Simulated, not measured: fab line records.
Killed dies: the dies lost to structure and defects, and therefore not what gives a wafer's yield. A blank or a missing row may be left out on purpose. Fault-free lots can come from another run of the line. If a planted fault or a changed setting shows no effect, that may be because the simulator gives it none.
Problem report in the 8D (eight disciplines) form, filled by code	flow sky130	the parts of the form that need people (team, actions taken, sign-off) are left out

## 1. THE PROBLEM
Wafers without a fault read 9.99 s, standard deviation 0.19; beamOnS at SKY_NWELL_IMPLANT_12 reads a mean of 11.44 s on 6 wafers belonging to 2 lots. That is +7.6 standard deviations from the usual mean.
First seen on wafer L765.1, day 7 20:41, on implanter-01. Wafers with a number at this step in the record: 18, from 6 lots. The rule behind "out" and "out of limits": a value lying over 4 standard deviations away from the usual mean. The other wafers with a number count as sound.

## 2. WHAT IT IS, AND WHAT IT ISN'T
question	is	is not
which readings at this step	beamOnS, faradayCurrentUA	-
which lots	L765, L769	L755, L756, L771, L773
which wafers of those lots	all that have a number	-
read on which tools	implanter-01	implanter-03
when	from day 7 20:41	up to then (6 sound wafers); but 6 sound wafers of L771, L773 came after

## 3. SUSPECTS, AND WHAT RULES EACH OUT
Counting: a tool at a process step up to the reading stays a suspect if it ran every lot that is out and no sound lot after the first of them.
- implanter-01 at SKY_NWELL_IMPLANT_12: kept. All lots that are out passed through it, beginning with L765 at day 7 20:41, and no sound lot followed; its final sound lot before that point was L756 at day 5 15:12. On those wafers its own readings are out: beamOnS, faradayCurrentUA.
The count leaves implanter-01 at SKY_NWELL_IMPLANT_12.

## 4. THE CAUSE (what the simulator had put in)
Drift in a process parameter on implanter-01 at SKY_NWELL_IMPLANT_12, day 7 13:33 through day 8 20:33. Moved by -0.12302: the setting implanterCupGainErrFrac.
Counting left only this tool.

## 5. THE CHAIN OF EFFECTS, in route order
Each row: a reading where the mean over the struck wafers with a number is more than 3 standard deviations away from the usual. Scope: only readings with a usual standard deviation given in the record; hours: median across lots of the time from each lot's start at the first step in this table that gives one to its start at this step; sigmas: change in usual standard deviations.
hours	step	reading	usual	on struck wafers	change	sigmas
0	SKY_NWELL_IMPLANT_12	beamOnS	9.99 s	11.44	+1.45	+7.6
0	SKY_NWELL_IMPLANT_12	faradayCurrentUA	7.34	6.40	-0.94	-7.2
The process steps in it:
- SKY_NWELL_IMPLANT_12

## 6. HOW IT WOULD HAVE BEEN CAUGHT EARLIER
In this record the first reading out of limits was taken at day 7 20:41, 7 hours after the fault began at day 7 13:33.
